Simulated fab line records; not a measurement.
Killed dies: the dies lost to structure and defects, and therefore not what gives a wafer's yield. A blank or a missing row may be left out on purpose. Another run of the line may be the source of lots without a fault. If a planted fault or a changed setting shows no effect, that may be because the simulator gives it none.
Comparing a struck lot with a sound one    flow sky130    15 steps out of a route of 708
Sound: these wafers, L275.1, L275.3, L275.6. Wafers L288.1, L288.3, L288.6 were the ones struck. The cause is named last.
For every step that has rows: the tool of each side, followed by ch and its chambers, followed by its first start. Under that, the readings that differ: sound wafers    struck wafers    difference of the means    sigmas: that difference in standard deviations of wafers without a fault.
alike: words and numbers the same on both sides, and readings whose means are apart by under 2 such deviations; not compared: readings that were withheld, readings missing a value for some wafer, numbers with overlapping values and no deviation given by the record, and bounds like >300 which may hide the same value.
Wherever a step has rows on one side only, a row that says differs or no value, or a row with sigmas, the two part there. Non-overlapping numbers with no deviation appear without sigmas and do not part them. Lack of a reading on every wafer of one side parts them only where that side has two or more wafers.

first, 4 steps without rows for these wafers: SKY_LDD_P_SOFTBAKE_03 (time 60 s); SKY_LDD_P_EXPOSE_04 (exposes mask PSDM, target cd 380 nm); SKY_LDD_P_PEB_05; SKY_LDD_P_DEVELOP_06 (develop time 62.21 s).
SKY_LDD_P_CD_MEAS_07 targets a cd of 380 nm.
  sound: cd_sem-02 at day 20 02:35; struck: cd_sem-01 at day 24 17:55
reading     sound              struck             difference  sigmas
cd_nm (nm)  379.2 378.2 376.2  383.5 382.2 381.9  +4.7        +2
SKY_LDD_P_OVL_MEAS_08:
  sound: overlay-02 at day 20 02:43; struck: overlay-02 at day 24 18:02
  alike: LDD_P_OVL
then, 1 step without rows for these wafers: SKY_LDD_P_IMPLANT_09.
SKY_LDD_P_STRIP_10: strips in O2/N2.
  sound on plasma_asher-04 ch 0,1, day 20 02:54; struck on plasma_asher-04 ch 1, day 24 18:13
  alike: drypump_motor_current_A, oes_product_au, strip_time_to_endpoint_s
  not compared: rf_hours_counter_h
SKY_LDD_P_TW_MEAS_11:
  sound: film_metro-02 at day 20 03:00; struck: film_metro-01 at day 24 18:19
  alike: LDD_P_TW
then, 3 steps without rows for these wafers: SKY_LDD_HVN_DEHYDRATE_00 (time 60 s); SKY_LDD_HVN_HMDS_01 (prime time 60 s); SKY_LDD_HVN_COAT_02 (resist thk 300 nm).
SKY_LDD_HVN_SOFTBAKE_03: time 60 s.
  sound on litho_track-01 ch 0, day 20 19:02; struck on litho_track-04 ch 0, day 25 09:28
reading                   sound              struck             difference  sigmas
heater_power_total_W (W)  56.64 56.61 56.65  55.98 55.94 56.03  -0.65       -15
plate_temp_C (C)          89.88 89.99 89.86  89.29 89.45 89.27  -0.57       -4
  alike: chill_plate_temp_C
then, 1 step without rows for these wafers: SKY_LDD_HVN_EXPOSE_04 (exposes mask HVNTM, target cd 700 nm).
-- record jumps: 25 days separate the struck wafers' starts on either side; left off in module LDD_HVN, taken up again in module PAD_OPEN, whose first shown step is the route's number 708 --
SKY_PAD_OPEN_PROBE_99:
  only the struck wafers here have rows in the record (prober-02, day 50 05:43); the sound ones have none

## WHERE THEY PART
First at SKY_LDD_P_CD_MEAS_07; last, within this record, at SKY_PAD_OPEN_PROBE_99.

WHY: what the simulator had put in
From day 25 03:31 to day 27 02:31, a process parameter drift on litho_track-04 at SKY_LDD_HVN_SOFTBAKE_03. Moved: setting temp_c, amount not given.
